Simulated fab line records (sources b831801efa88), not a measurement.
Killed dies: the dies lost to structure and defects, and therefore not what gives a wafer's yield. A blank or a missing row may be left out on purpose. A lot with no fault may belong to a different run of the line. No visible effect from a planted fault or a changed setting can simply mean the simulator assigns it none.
Which tool was responsible? + flow sky130 + 18 wafers from 6 lots sampled at 2 of the route's 708 steps

WHAT THE GAUGES SHOWED, per wafer
SKY_DNWELL_TW_MEAS_09.
| lot  | measured    | on            | DNWELL_TW      |
|------|-------------|---------------|----------------|
| L324 | day 3 12:38 | film_metro-01 | 1112 1107 1102 |
| L328 | day 4 15:30 | film_metro-01 | 30 30 30       |
| L333 | day 5 16:23 | film_metro-01 | 1121 1113 1116 |
| L339 | day 7 00:19 | film_metro-04 | 1110 1113 1112 |
| L341 | day 7 08:59 | film_metro-02 | 1133 1133 1137 |
| L344 | day 8 09:07 | film_metro-04 | 1114 1106 1113 |

TOOL THAT RAN EACH LOT (tool first, then ch and the chambers of the sampled wafers, then the start)
| lot  | SKY_DNWELL_EXPOSE_04               |
|------|------------------------------------|
| L324 | iline_stepper-02 ch 0, day 3 05:08 |
| L328 | iline_stepper-02 ch 0, day 4 07:05 |
| L333 | iline_stepper-01 ch 0, day 5 07:19 |
| L339 | iline_stepper-01 ch 0, day 6 14:50 |
| L341 | iline_stepper-02 ch 0, day 6 23:26 |
| L344 | iline_stepper-01 ch 0, day 7 22:32 |
- SKY_DNWELL_EXPOSE_04: exposes mask DNM, target cd 3000 nm.

THE ANSWER, worked out from the rows above alone
Rule: the lots themselves supply what counts as usual. Put in order of their means at a reading, lots are off if they are a third of the lots or fewer, leave a main group of 4 or more, and stand apart from it by a gap of 3 or more times the standard deviation of the main group's means; of several such gaps the widest counts. A main group whose means are all the same, to the digits that the tables above print for the reading, isn't used. A lot without any number at a reading at which 4 lots or more have one is off too. All remaining lots with rows at the step are treated as sound.
Off: L328, at SKY_DNWELL_TW_MEAS_09 (DNWELL_TW). Mean 1116 and standard deviation 9.6 in the main group.
A tool fits if, at a process step before that reading, it ran every lot that is off, and no sound lot after the first of them. Gauges at SKY_DNWELL_TW_MEAS_09: tried the same way as those tools. Not one of the candidates tried fits.

WHAT THE SIMULATOR HAD INSERTED
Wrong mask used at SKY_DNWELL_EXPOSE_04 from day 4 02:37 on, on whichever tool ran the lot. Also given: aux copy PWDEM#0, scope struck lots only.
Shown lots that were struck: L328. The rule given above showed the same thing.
